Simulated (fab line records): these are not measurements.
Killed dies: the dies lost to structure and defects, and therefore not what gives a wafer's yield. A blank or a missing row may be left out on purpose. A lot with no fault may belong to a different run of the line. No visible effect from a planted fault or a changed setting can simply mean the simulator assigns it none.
Matching of chambers    flow gf180mcu    4 sister chambers for GF_STI_CMP_25 on cmp-02
The step polishes, stops on Si3N4, t overpolish 33 s, target thk 524.6 nm. 16 wafers are shown with their chamber, then 8 later ones without.

== EACH WAFER AND ITS CHAMBER ==
wafer   chamber  motor_current_A (A)  overpolish_run_s (s)  time_to_endpoint_s (s)
L900.1  0        11.5                 32.991                128
L900.3  1        14.7                 32.995                132
L900.4  2        10.9                 33.004                123
L901.1  1        15.0                 33.021                139
L901.5  1        15.8                 33.003                134
L901.6  0        11.4                 32.990                129
L904.1  3        11.1                 33.013                124
L904.3  1        14.5                 33.009                126
L904.6  2        11.4                 33.011                119
L905.3  2        10.6                 32.991                116
L905.5  2        10.3                 32.984                117
L905.6  3        10.6                 33.025                118
L910.2  0        11.9                 32.983                121
L910.4  1        15.9                 32.983                121
L910.6  1        14.9                 32.995                121
L911.1  1        15.9                 33.002                128

SIGNATURES, as means of the wafers listed above
reading             chamber 0  chamber 1  chamber 2  chamber 3  scatter within a chamber
motor_current_A     11.600     15.243     10.800     10.850     0.51
overpolish_run_s    32.98800   33.00114   32.99750   33.01900   0.0109
time_to_endpoint_s  126.00     128.71     118.75     121.00     5.45
Rule: for each reading, subtract the chamber's mean from the wafer's reading, divide by that reading's scatter and square the result; add these up over the readings and take the root, which gives the wafer's distance from the chamber. If the next closest chamber is less than 2 further off than the closest, the wafer can't be placed; otherwise it belongs to the closest. The scatter is the square root of a quotient: the sum, over the shown wafers, of each reading's squared deviation from its chamber's mean, divided by wafers minus chambers.

== WAFERS WITHOUT THEIR CHAMBER ==
wafer   motor_current_A (A)  overpolish_run_s (s)  time_to_endpoint_s (s)
L911.3  11.4                 33.004                123
L911.6  12.2                 32.987                124
L916.2  11.7                 33.009                118
L916.4  11.1                 32.997                124
L916.5  10.5                 32.998                116
L917.1  15.8                 33.005                127
L917.4  12.0                 32.992                125
L917.5  15.0                 32.998                129

== THE CHAMBER EACH PASSED THROUGH ==
wafer   from the rows above           in truth
L911.3  can't be placed: 2 or 0 or 3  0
L911.6  can't be placed: 0 or 2       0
L916.2  can't be placed: 3 or 2 or 0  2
L916.4  can't be placed: 2 or 0 or 3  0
L916.5  can't be placed: 2 or 3       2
L917.1  1                             1
L917.4  can't be placed: 0 or 2       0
L917.5  1                             1
Placed correctly: 2 of 8. Not placeable from these rows: 6 (in 6, the candidates include the true chamber). Placed wrongly: 0.
